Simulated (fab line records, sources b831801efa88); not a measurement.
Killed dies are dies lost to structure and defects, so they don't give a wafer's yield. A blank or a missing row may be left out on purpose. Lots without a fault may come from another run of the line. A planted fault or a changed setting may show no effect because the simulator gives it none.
fab line records | flow gf180mcu
record lots=14 wafers=42 last_day=34
route steps=602 shown SAB@265 SALICIDE@280 CONTACT@291
lots that met no fault: from a run of the same line without faults
start_h: hours from the record's first day to the start of the lot's first wafer shown | wait_h: hours since the lot's step before | " the same as in the row above | L1.1+2: a row that stands for several wafers | - no value, or no start given | * or withheld: withheld | < > ~ a bound
route shown NAME@n: a module of which the file shows steps, and the number in the route of the first | usual: mean/standard deviation of fault-free wafers | same: alike in all rows | chamber/n: place in a boat | sites: the reading at each site | _std_site: their standard deviation | _edge_site: outer sites' mean less inner sites' | radius_mm: how far each site lies from the wafer's centre | mask NAME#n: copy n | behind: the tool/chamber that last shaped the wafer | hold: why the lot was held/for how many hours/how that ended | device: the transistor (n, p or np) that didn't switch | end of line: the same wafers' tests at the end of the route | a step without rows: its recipe alone | killed: dies lost to structure and defects at the first sort, not the wafer's yield | map: a wafer's dies, x killed, . not, _ none there
set.NAME: the setting as run; set.NAME@STEP: as run at that earlier step | model.NAME: the simulator's own value behind a step, which no gauge read
steps of the route over a sample of lots; a table a step, a row a wafer
services: from which hour (start_h, from the record's first day; less than 0 if before it) a tool's chamber was out of use, for how many hours, and why
## steps
# step GF_SAB_THK_MEAS_01
# recipe reads=SiO2_of_SAB_CVD_00
# usual SAB_CVD_00_THK=50.1/0.68
# columns lot.wafer tool chamber start_h wait_h SAB_CVD_00_THK[nm]
L624.3 film_metro-02 - 331.28 0.0 50.0
L624.4 " - " " 50.6
L624.5 " - " " 50.1
L626.2 film_metro-02 - 336.49 0.0 49.6
L626.3 " - " " 49.9
L626.4 " - " " 49.9
L627.1 film_metro-02 - 353.91 0.0 49.8
L627.3 " - " " 49.9
L627.6 " - " " 50.4
L628.1 film_metro-02 - 358.09 0.0 49.4
L628.2 " - " " 49.2
L628.5 " - " " 50.8
L629.2 film_metro-03 - 362.95 0.0 49.3
L629.3 " - " " 50.2
L629.4 " - " " 49.8
L630.1 film_metro-03 - 380.69 0.0 48.9
L630.4 " - " " 49.9
L630.5 " - " " 49.9
L631.1 film_metro-03 - 385.74 0.0 50.5
L631.2 " - " " 50.2
L631.3 " - " " 49.8
L638.1 film_metro-04 - 446.24 0.0 51.1
L638.5 " - " " 51.5
L638.6 " - " " 50.0
L639.1 film_metro-02 - 453.96 0.0 49.9
L639.3 " - " " 50.6
L639.5 " - " " 51.7
L640.1 film_metro-02 - 458.43 0.0 48.9
L640.3 " - " " 49.6
L640.6 " - " " 49.8
L641.4 film_metro-02 - 468.13 0.0 49.8
L641.5 " - " " 49.6
L641.6 " - " " 50.3
L644.4 film_metro-03 - 490.41 0.0 51.3
L644.5 " - " " 50.2
L644.6 " - " " 51.8
L645.1 film_metro-02 - 507.73 0.0 49.0
L645.4 " - " " 49.7
L645.5 " - " " 50.6
L646.1 film_metro-04 - 511.58 0.0 50.5
L646.2 " - " " 50.0
L646.4 " - " " 51.0
# step GF_SALICIDE_SPUTTER_02
# recipe material=Co target_thk_nm=10 power_w=1000 time_s=20 chamber_pressure_pa=0.4
# usual throttle_valve_pct=30.0/0.58
# columns lot.wafer tool chamber start_h wait_h throttle_valve_pct
L624.3 pvd_sputter-01 - 353.18 0.0 29.4
L624.4 " - " " 29.9
L624.5 " - " " 29.9
L626.2 pvd_sputter-01 - 359.19 0.0 28.9
L626.3 " - " " 29.6
L626.4 " - " " 30.2
L627.1 pvd_sputter-01 - 376.16 0.0 30.3
L627.3 " - " " 29.7
L627.6 " - " " 29.8
L628.1 pvd_sputter-04 - 380.89 0.0 30.0
L628.2 " - " " 30.9
L628.5 " - " " 29.9
L629.2 pvd_sputter-01 - 385.65 0.0 29.8
L629.3 " - " " 30.6
L629.4 " - " " 29.7
L630.1 pvd_sputter-04 - 404.78 0.0 30.4
L630.4 " - " " 29.9
L630.5 " - " " 30.1
L631.1 pvd_sputter-01 - 409.82 0.0 29.7
L631.2 " - " " 29.5
L631.3 " - " " 30.1
L638.1 pvd_sputter-02 - 471.26 0.0 30.9
L638.5 " - " " 29.2
L638.6 " - " " 30.8
L639.1 pvd_sputter-01 - 478.49 0.0 30.3
L639.3 " - " " 29.7
L639.5 " - " " 29.7
L640.1 pvd_sputter-01 - 483.51 0.0 29.0
L640.3 " - " " 30.0
L640.6 " - " " 30.3
L641.4 pvd_sputter-04 - 491.84 0.0 31.0
L641.5 " - " " 31.0
L641.6 " - " " 30.3
L644.4 pvd_sputter-01 - 514.65 0.0 29.9
L644.5 " - " " 28.9
L644.6 " - " " 30.5
L645.1 pvd_sputter-04 - 531.37 0.0 30.1
L645.4 " - " " 30.9
L645.5 " - " " 30.9
L646.1 pvd_sputter-01 - 535.18 0.0 29.7
L646.2 " - " " 30.2
L646.4 " - " " 30.4
# step GF_SALICIDE_RS_MEAS_04
# recipe thk_meas_gauge=four-point-probe reads=TiN_of_SALICIDE_SPUTTER_03+Co_of_SALICIDE_SPUTTER_02
# usual SALICIDE_TIN_RS=16.4/0.41
# columns lot.wafer tool chamber start_h wait_h SALICIDE_TIN_RS[ohm/sq]
L624.3 film_metro-01 - 353.27 0.1 16.1
L624.4 " - " " 16.4
L624.5 " - " " 15.9
L626.2 film_metro-02 - 359.27 0.0 16.0
L626.3 " - " " 15.8
L626.4 " - " " 16.1
L627.1 film_metro-01 - 376.21 0.0 16.5
L627.3 " - " " 16.7
L627.6 " - " " 16.0
L628.1 film_metro-02 - 380.95 0.0 16.6
L628.2 " - " " 16.2
L628.5 " - " " 16.8
L629.2 film_metro-04 - 385.73 0.0 20.0
L629.3 " - " " 19.9
L629.4 " - " " 19.1
L630.1 film_metro-02 - 404.84 0.0 16.7
L630.4 " - " " 16.2
L630.5 " - " " 16.3
L631.1 film_metro-01 - 409.87 0.0 20.4
L631.2 " - " " 19.4
L631.3 " - " " 19.8
L638.1 film_metro-01 - 471.31 0.0 16.4
L638.5 " - " " 16.8
L638.6 " - " " 16.8
L639.1 film_metro-02 - 478.54 0.0 16.6
L639.3 " - " " 16.9
L639.5 " - " " 16.2
L640.1 film_metro-02 - 483.57 0.0 16.1
L640.3 " - " " 15.9
L640.6 " - " " 16.2
L641.4 film_metro-02 - 491.96 0.1 16.2
L641.5 " - " " 16.1
L641.6 " - " " 16.7
L644.4 film_metro-01 - 514.78 0.1 16.8
L644.5 " - " " 16.0
L644.6 " - " " 16.5
L645.1 film_metro-02 - 531.43 0.0 16.7
L645.4 " - " " 16.2
L645.5 " - " " 16.2
L646.1 film_metro-04 - 535.23 0.0 15.8
L646.2 " - " " 16.3
L646.4 " - " " 16.3
# step GF_CONTACT_CMP_04
# recipe material=SiO2 down_force_psi=4 platen_rpm=60 pad_velocity_m_s=0.94248
# usual motor_current_A=12.6/1.7 time_to_endpoint_s=110/6.5
# columns lot.wafer tool chamber start_h wait_h motor_current_A time_to_endpoint_s
L624.3 cmp-01 1 354.08 0.1 11.4 107
L624.4 " 2 " " 11.9 124
L624.5 " 0 " " 12.5 113
L626.2 cmp-02 1 359.95 0.0 14.1 94
L626.4 " 3 " " 14.1 109
L626.3 " 0 " " 14.4 103
L627.3 cmp-01 2 376.92 0.0 11.5 109
L627.1 " 1 " " 11.4 100
L627.6 " 2 " " 11.0 119
L628.2 cmp-01 3 381.65 0.0 10.1 113
L628.1 " 1 " " 11.5 102
L628.5 " 0 " " 11.7 115
L629.4 cmp-02 1 386.45 0.0 14.8 107
L629.3 " 3 " " 14.4 117
L629.2 " 0 " " 15.3 113
L630.1 cmp-01 1 405.54 0.1 11.6 101
L630.4 " 0 " " 12.4 106
L630.5 " 2 " " 11.4 113
L631.2 cmp-01 1 412.14 1.6 10.8 101
L631.3 " 2 " " 11.0 107
L631.1 " 3 " " 10.3 107
L638.1 cmp-02 2 472.26 0.2 11.2 112
L638.6 " 3 " " 13.5 116
L638.5 " 0 " " 14.1 112
L639.1 cmp-02 2 479.25 0.1 10.9 120
L639.3 " 1 " " 14.7 104
L639.5 " 3 " " 14.6 109
L640.1 cmp-02 0 484.40 0.1 15.0 114
L640.3 " 1 " " 15.6 107
L640.6 " 2 " " 11.9 127
L641.4 cmp-01 1 492.71 0.1 11.6 107
L641.6 " 3 " " 10.2 119
L641.5 " 0 " " 11.6 112
L644.4 cmp-02 0 515.57 0.2 13.7 114
L644.5 " 1 " " 14.9 111
L644.6 " 2 " " 12.0 125
L645.1 cmp-01 1 532.13 0.1 11.0 100
L645.4 " 0 " " 11.7 106
L645.5 " 2 " " 10.6 110
L646.2 cmp-01 0 536.19 0.3 11.9 107
L646.1 " 2 " " 10.9 107
L646.4 " 3 " " 9.9 114
# step GF_CONTACT_CD_MEAS_14
# recipe target_cd_nm=220
# usual cd_nm=220.2/1.4
# columns lot.wafer tool chamber start_h wait_h cd_nm
L624.3 cd_sem-01 - 376.76 0.1 220.1
L624.4 " - " " 220.7
L624.5 " - " " 219.8
L626.2 cd_sem-01 - 382.20 0.1 221.3
L626.3 " - " " 220.9
L626.4 " - " " 221.1
L627.1 cd_sem-02 - 399.83 0.1 218.6
L627.3 " - " " 218.3
L627.6 " - " " 219.9
L628.1 cd_sem-02 - 405.59 0.1 219.0
L628.2 " - " " 219.5
L628.5 " - " " 219.3
L629.2 cd_sem-02 - 410.10 0.2 218.7
L629.3 " - " " 219.6
L629.4 " - " " 219.8
L630.1 cd_sem-01 - 429.88 0.1 219.7
L630.4 " - " " 220.2
L630.5 " - " " 219.6
L631.1 cd_sem-01 - 436.29 0.1 221.9
L631.2 " - " " 223.1
L631.3 " - " " 223.2
L638.1 cd_sem-01 - 495.32 0.1 217.2
L638.5 " - " " 216.7
L638.6 " - " " 217.2
L639.1 cd_sem-01 - 503.74 0.1 221.3
L639.3 " - " " 221.7
L639.5 " - " " 221.7
L640.1 cd_sem-01 - 508.28 0.1 218.7
L640.3 " - " " 219.0
L640.6 " - " " 219.6
L641.4 cd_sem-02 - 516.03 0.1 221.5
L641.5 " - " " 221.2
L641.6 " - " " 221.8
L644.4 cd_sem-01 - 538.38 0.1 221.9
L644.5 " - " " 220.1
L644.6 " - " " 221.5
L645.1 cd_sem-01 - 554.77 0.1 217.7
L645.4 " - " " 217.1
L645.5 " - " " 218.0
L646.1 cd_sem-02 - 559.07 0.1 219.3
L646.2 " - " " 218.6
L646.4 " - " " 219.6
## services
# columns tool chamber start_h hours kind
pvd_sputter-04 0 330.45 - consumable_replace:kit
pvd_sputter-04 0 330.45 18.0 scheduled_down
pvd_sputter-04 0 330.45 18.0 vent_cycle
pvd_sputter-04 - 367.59 1.8 repair
pvd_sputter-04 - 373.11 1.0 repair
pvd_sputter-02 - 393.13 2.4 repair
cmp-01 - 394.69 4.6 pm
pvd_sputter-01 0 399.52 - consumable_replace:kit
pvd_sputter-01 0 399.52 18.0 scheduled_down
pvd_sputter-01 0 399.52 18.0 vent_cycle
cmp-02 - 406.73 4.0 pm
cmp-02 - 410.73 - consumable_replace:conditioner
cmp-02 - 410.73 - consumable_replace:pad
cmp-01 - 431.96 1.0 repair
pvd_sputter-02 0 455.09 - consumable_replace:kit
pvd_sputter-02 0 455.09 18.0 scheduled_down
pvd_sputter-02 0 455.09 18.0 vent_cycle
cmp-02 - 472.61 2.6 repair
cmp-02 - 485.18 1.0 repair
pvd_sputter-01 - 490.10 2.8 repair
cmp-01 - 515.14 7.2 pm
cmp-02 - 529.59 8.5 pm
## key
first_sign step=GF_SALICIDE_RS_MEAS_04 reading=SALICIDE_TIN_RS direction=up sigmas=8.2 usual=16.4 struck=19.8
effect none on later readings
met_at GF_SALICIDE_SPUTTER_02
struck_lots L629,L631
tester_left_out L629,L631
not_acting_at GF_SAB_THK_MEAS_01,GF_CONTACT_CMP_04,GF_CONTACT_CD_MEAS_14
onset_between 376.16 385.65
fault kind=process_parameter_drift tool=pvd_sputter-01 chamber=- onset_h=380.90 steps=GF_SALICIDE_SPUTTER_02 channel=target_thk_nm offset=-1.93 shape=step end_h=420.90 acts_in=these_recipes_only stated=10
# tester_left_out: of these lots the tester's yield and bins aren't shown, on N5 and GAA mostly nor the transistor test; their killed dies are dies lost to structure and defects alone, not to doping, threshold or leakage, so they don't give the yield
